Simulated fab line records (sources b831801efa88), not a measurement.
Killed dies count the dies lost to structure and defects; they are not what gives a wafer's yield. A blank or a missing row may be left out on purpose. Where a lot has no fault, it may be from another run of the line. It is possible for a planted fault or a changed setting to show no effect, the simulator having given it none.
A lot that was struck, set against a sound lot ; flow sky130 ; 17 out of 708 route steps
Sound: these wafers, L510.1, L510.2, L510.6. Struck: wafer L524.1 (left out: L524.2, L524.3 of the same lot, which were not struck); the cause appears at the end.
For every step that has rows: the tool of each side, followed by ch and its chambers, followed by its first start. Under that, the readings that differ: sound wafers ; struck wafers ; difference of the means ; sigmas: that difference in standard deviations of wafers without a fault.
alike: readings with means less than 2 such deviations apart, plus words and numbers identical on both sides. not compared: withheld readings, readings lacking a value on some wafer, bounds such as >300 that could conceal the same value, and numbers that have no deviation in the record and whose values overlap.
Wherever a step has rows on one side only, a row that says differs or no value, or a row with sigmas, the two part there. Numbers that don't overlap but have no deviation are shown without sigmas and don't part them. Lack of a reading on every wafer of one side parts them only where that side has two or more wafers.

first, 3 steps without rows for these wafers: SKY_VIA3_EXPOSE_09 (exposes mask VIM3, target cd 200 nm); SKY_VIA3_PEB_10; SKY_VIA3_DEVELOP_11 (develop time 60 s).
SKY_VIA3_CD_MEAS_12 targets a cd of 200 nm.
  sound on cd_sem-02, day 40 07:02; struck on cd_sem-02, day 44 05:40
  alike: cd_nm
SKY_VIA3_OVL_MEAS_13:
  sound on overlay-01, day 40 07:09; struck on overlay-02, day 44 05:47
  alike: VIA3_OVL
SKY_VIA3_ETCH_14: etches BARC in N2/H2, stops on SiO2, time 45.9 s, target depth 60 nm.
  sound on rie_diel-04 ch 1,2,3, day 40 07:11; struck on rie_diel-01 ch 2, day 44 05:49
  alike: chamber_pressure_mTorr, drypump_motor_current_A, oes_product_au, throttle_valve_pct
  not compared: rf_hours_counter_h
SKY_VIA3_ETCH_15: etches SiO2 in C4F8/O2/Ar, stops on TiN, target depth 507 nm, time 78 s.
  sound on rie_diel-04 ch 1,2,3, day 40 07:14; struck on rie_diel-01 ch 2, day 44 05:52
  alike: chamber_pressure_mTorr, oes_product_au
  not compared: rf_hours_counter_h
SKY_VIA3_STRIP_16: strips in O2/N2.
  sound on plasma_asher-03 ch 0,1, day 40 07:17; struck on plasma_asher-01 ch 0, day 44 05:55
reading;sound;struck;difference;sigmas
drypump_motor_current_A (A);4.9 6.5 6.5;4.9;-1.1;-2
  alike: chamber_pressure_mTorr, oes_product_au, strip_time_to_endpoint_s
  not compared: rf_hours_counter_h
then, 3 steps without rows for these wafers: SKY_VIA3_STRIP_17 (strips in post etch residue remover, time 1200 s); SKY_VIA3_CLEAN_18 (cleans in IPA, time 180 s); SKY_VIA3_CLEAN_19 (cleans in O3/DIW).
SKY_VIA3_SPUTTER_20: material TiN, target thk 20 nm, time 80 s.
  sound on pvd_sputter-02, day 40 07:53; struck on pvd_sputter-02, day 44 06:37
  alike: throttle_valve_pct
SKY_VIA3_CVD_21: deposits W, target thk 390 nm, time 117.31 s.
  sound on cvd_w-02 ch 0,1, day 40 07:56; struck on cvd_w-02 ch 1, day 44 06:41
reading;sound;struck;difference;sigmas
model.W_of_VIA3_CVD_21.thk_nm (nm);388.8 399.4 397.9;431.9;+36.5;
  alike: heater_power_w
SKY_VIA3_RS_MEAS_22: measures by four-point-probe.
  sound on film_metro-04, day 40 08:04; struck on film_metro-02, day 44 06:49
reading;sound;struck;difference;sigmas
VIA3_W_RS (ohm/sq);0.295 0.287 0.288;0.265;-0.025;-6
SKY_VIA3_THK_MEAS_23: measures by xrf.
  sound on film_metro-04, day 40 08:11; struck on film_metro-02, day 44 06:56
reading;sound;struck;difference;sigmas
VIA3_W_THK (nm);399 410 403;438;+34;+5
SKY_VIA3_CMP_24: polishes, stops on SiO2, t overpolish 20 s, target thk 0 nm.
  sound on cmp-01 ch 0,2,3, day 40 08:20; struck on cmp-02 ch 2, day 44 06:59
  alike: motor_current_A, time_to_endpoint_s
-- the record jumps here: 5 days lie between the struck wafers' starts before and after (it left off in module VIA3 and takes up again in module PAD_OPEN, whose first step shown is number 708 of the route) --
SKY_PAD_OPEN_PROBE_99:
  sound on prober-01, day 46 07:53; struck on prober-01, day 49 12:14
  alike: defect_limited_yield, killed_at_M0_to_M3, killed_at_M4_up, killed_at_contacts, killed_at_front_end, killed_at_other, killed_dies, killed_open, killed_short, sort_bin_3_pad_short, sort_bin_5_function, sort_bin_6_memory, sort_n_pass, sort_yield_pct

## WHERE THEY PART
At SKY_VIA3_STRIP_16 first; at SKY_VIA3_THK_MEAS_23 last (within this record only). Later steps at which nothing parts them and some readings are alike: SKY_VIA3_CMP_24, SKY_PAD_OPEN_PROBE_99.

WHY: whatever the simulator had introduced
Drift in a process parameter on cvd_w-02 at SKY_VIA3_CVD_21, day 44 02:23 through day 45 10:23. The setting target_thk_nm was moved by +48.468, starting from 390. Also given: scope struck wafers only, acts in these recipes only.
